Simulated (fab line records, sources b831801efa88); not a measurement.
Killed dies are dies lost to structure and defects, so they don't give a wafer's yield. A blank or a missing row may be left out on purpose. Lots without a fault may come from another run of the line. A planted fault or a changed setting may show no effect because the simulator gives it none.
One fault seen from 2 desks | flow gf180mcu | each desk has only its own numbers; what lay behind them comes last

THE TOOL OWNER'S DESK: cmp-01
The tool's own readings at GF_V4_CMP_04 (polishes SiO2): means of the sampled wafers that have a number, for each lot that ran on this tool. A lot is out of limits, marked OUT, if its mean lies more than 4 standard deviations from the usual mean; the brackets give that distance.
Columns: A = motor_current_A at GF_V4_CMP_04, usual 13.3 A; B = time_to_endpoint_s at GF_V4_CMP_04, usual 84 s
lot  | first seen here | A    | B
L422 | day 23 22:38    | 13.1 | 89
L426 | day 25 03:33    | 13.6 | 88
L428 | day 26 03:21    | 12.2 | 79
L436 | day 28 15:43    | 13.6 | 93
This desk's finding: nothing out of limits on any of the 4 lots.

THE METROLOGY DESK
What the gauges read, lot by lot, whatever tool the lot ran on: means of the sampled wafers that have a number. A lot is out of limits, marked OUT, if its mean lies more than 4 standard deviations from the usual mean; the brackets give that distance.
Columns: A = V3_CVD_02_THK at GF_V3_THK_MEAS_03, usual 854 nm; B = cd_nm at GF_V4_CD_MEAS_14, usual 259.9 nm
lot  | first seen here | A   | B
L421 | day 21 17:22    | 848 | 261.2
L422 | day 21 21:22    | 853 | 259.3
L423 | day 21 23:23    | 844 | 259.5
L426 | day 23 05:00    | 855 | 260.4
L428 | day 24 06:37    | 852 | 258.8
L430 | day 24 17:49    | 857 | 262.6
L432 | day 25 15:33    | 848 | 259.5
L436 | day 26 20:49    | 854 | 260.1
L438 | day 27 09:06    | 865 | 259.4
L441 | day 27 23:28    | 866 | 259.5
L443 | day 28 17:10    | 856 | 261.2
L444 | day 28 17:28    | 854 | 260.1
This desk's finding: nothing out of limits on any of the 12 lots.

PUT TOGETHER
The tool owner's desk saw nothing out of limits.
The metrology desk saw nothing out of limits.

WHAT THE SIMULATOR HAD PUT IN
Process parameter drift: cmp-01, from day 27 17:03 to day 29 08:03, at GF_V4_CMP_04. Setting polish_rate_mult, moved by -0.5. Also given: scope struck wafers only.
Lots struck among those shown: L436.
